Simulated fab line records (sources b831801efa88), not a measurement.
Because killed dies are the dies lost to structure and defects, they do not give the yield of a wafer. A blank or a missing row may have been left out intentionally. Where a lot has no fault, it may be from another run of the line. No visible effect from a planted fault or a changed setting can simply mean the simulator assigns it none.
2 desks looking at one fault | flow gf180mcu | what lay behind the numbers comes last; until then each desk has only its own

== METROLOGY DESK ==
Means of the sampled wafers that have a number, per lot and without regard to the tool the lot ran on: this is what the gauges read. Marked OUT: a lot whose mean sits more than 4 standard deviations from the usual mean, which makes it out of limits; the brackets give that distance.
Columns: A = cd_nm at GF_V2_CD_MEAS_14, usual 259.4 nm; B = cd_nm at GF_M3_CD_MEAS_14, usual 280.1 nm
lot  | first seen here | A     | B
L785 | day 20 04:39    | 259.8 | 279.6
L787 | day 21 01:45    | 260.2 | 279.9
L786 | day 21 02:17    | 259.1 | 279.6
L788 | day 21 06:37    | 258.4 | 280.0
L790 | day 22 05:26    | 261.0 | 283.1
L789 | day 22 07:03    | 259.5 | 279.9
L791 | day 22 19:44    | 260.7 | 279.7
L792 | day 23 01:25    | 259.0 | 278.9
L795 | day 24 01:36    | 260.3 | 281.1
L798 | day 25 02:23    | 260.2 | 280.4
L800 | day 25 15:50    | 259.1 | 280.0
L801 | day 25 17:08    | 256.7 | 280.4
L805 | day 27 11:38    | 260.7 | 281.1
L806 | day 27 12:01    | 260.6 | 280.5
Finding of this desk: none of the 14 lots has anything out of limits.

== FOR THE TOOL OWNER'S DESK: plasma_asher-01 ==
The tool's own readings at GF_MVPSD_STRIP_10 (strips in O2/N2): means of the sampled wafers that have a number, for each lot that ran on this tool. Marked OUT: a lot whose mean sits more than 4 standard deviations from the usual mean, which makes it out of limits; the brackets give that distance.
Columns: A = chamber_pressure_mTorr at GF_MVPSD_STRIP_10, usual 1500.1 mTorr; B = drypump_motor_current_A at GF_MVPSD_STRIP_10, usual 5.9 A; C = heater_power_w at GF_MVPSD_STRIP_10, usual 320 W; D = oes_product_au at GF_MVPSD_STRIP_10, usual 0.723 a.u.; E = strip_time_to_endpoint_s at GF_MVPSD_STRIP_10, usual 36.97 s
lot  | first seen here | A                        | B   | C   | D                | E
L787 | day 5 11:57     | 1500.5                   | 5.8 | 314 | 0.718            | 36.83
L788 | day 5 18:05     | 1500.9                   | 5.8 | 308 | 0.722            | 36.74
L791 | day 6 12:49     | 1500.5                   | 5.8 | 310 | 0.720            | 36.95
L795 | day 7 10:18     | 1501.9                   | 5.8 | 308 | 0.723            | 36.99
L800 | day 8 18:50     | 1198.7 (-99 or more) OUT | 5.8 | 313 | 0.690 (-7.2) OUT | 39.80 (+26) OUT
L801 | day 8 21:17     | 1200.9 (-99 or more) OUT | 5.8 | 309 | 0.688 (-7.5) OUT | 40.11 (+29) OUT
This desk's verdict: out of limits on L800, L801, starting with L800 at day 8 18:50 (chamber_pressure_mTorr at GF_MVPSD_STRIP_10). L787, L788, L791, L795 stayed within limits.

== PUT TOGETHER ==
The tool owner's desk had the chance to raise an alarm at day 8 18:50 on L800, L801.
Metrology desk: nothing out of limits seen.
The metrology desk has L800, L801 on record, within its limits.
Every lot named ran GF_MVPSD_STRIP_10 on plasma_asher-01.

== WHAT THE SIMULATOR HAD INSERTED ==
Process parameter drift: plasma_asher-01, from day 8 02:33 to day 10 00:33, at GF_MVPSD_STRIP_10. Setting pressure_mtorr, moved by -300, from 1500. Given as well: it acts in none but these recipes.
Lots struck among those shown: L800, L801.
How many hours passed from the start of the fault until each desk's first out-of-limits reading: the tool owner's desk, 16.
